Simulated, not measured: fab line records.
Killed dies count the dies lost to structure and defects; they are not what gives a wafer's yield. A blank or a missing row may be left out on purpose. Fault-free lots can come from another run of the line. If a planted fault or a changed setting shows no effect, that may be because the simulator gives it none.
2 desks looking at one fault ; flow gf180mcu ; every desk sees just its own numbers, and what lay behind them comes last

== METROLOGY DESK ==
What the gauges read, lot by lot, whatever tool the lot ran on: means of the sampled wafers that have a number. The brackets show how far a lot's mean lies from the usual mean; more than 4 standard deviations puts the lot out of limits, marked OUT.
Columns: A = V4_W_RS at GF_V4_RS_MEAS_24, usual 0.328 ohm/sq; B = V4_W_THK at GF_V4_THK_MEAS_25, usual 343 nm
lot;first seen here;A;B
L556;day 25 04:38;0.329;345
L560;day 26 19:08;0.328;345
L563;day 28 08:59;0.331;344
L575;day 31 00:35;0.329;345
L576;day 31 09:30;0.326;346
This desk found nothing out of limits on any of the 5 lots.

== TOOL OWNER'S DESK, pvd_sputter-04 ==
The tool's own readings at GF_MIM_SPUTTER_02 (material AlCu, target thk 450 nm, time 23.9 s): means of the sampled wafers that have a number, for each lot that ran on this tool. The brackets show how far a lot's mean lies from the usual mean; more than 4 standard deviations puts the lot out of limits, marked OUT.
Columns: A = throttle_valve_pct at GF_MIM_SPUTTER_02, usual 29.6 %
lot;first seen here;A
L556;day 25 05:14;29.2
L563;day 28 09:36;29.1
This desk found nothing out of limits on any of the 2 lots.

== BROUGHT TOGETHER ==
Nothing out of limits was seen by the metrology desk.
Nothing out of limits was seen by the tool owner's desk.

== WHAT HAD BEEN PUT IN BY THE SIMULATOR ==
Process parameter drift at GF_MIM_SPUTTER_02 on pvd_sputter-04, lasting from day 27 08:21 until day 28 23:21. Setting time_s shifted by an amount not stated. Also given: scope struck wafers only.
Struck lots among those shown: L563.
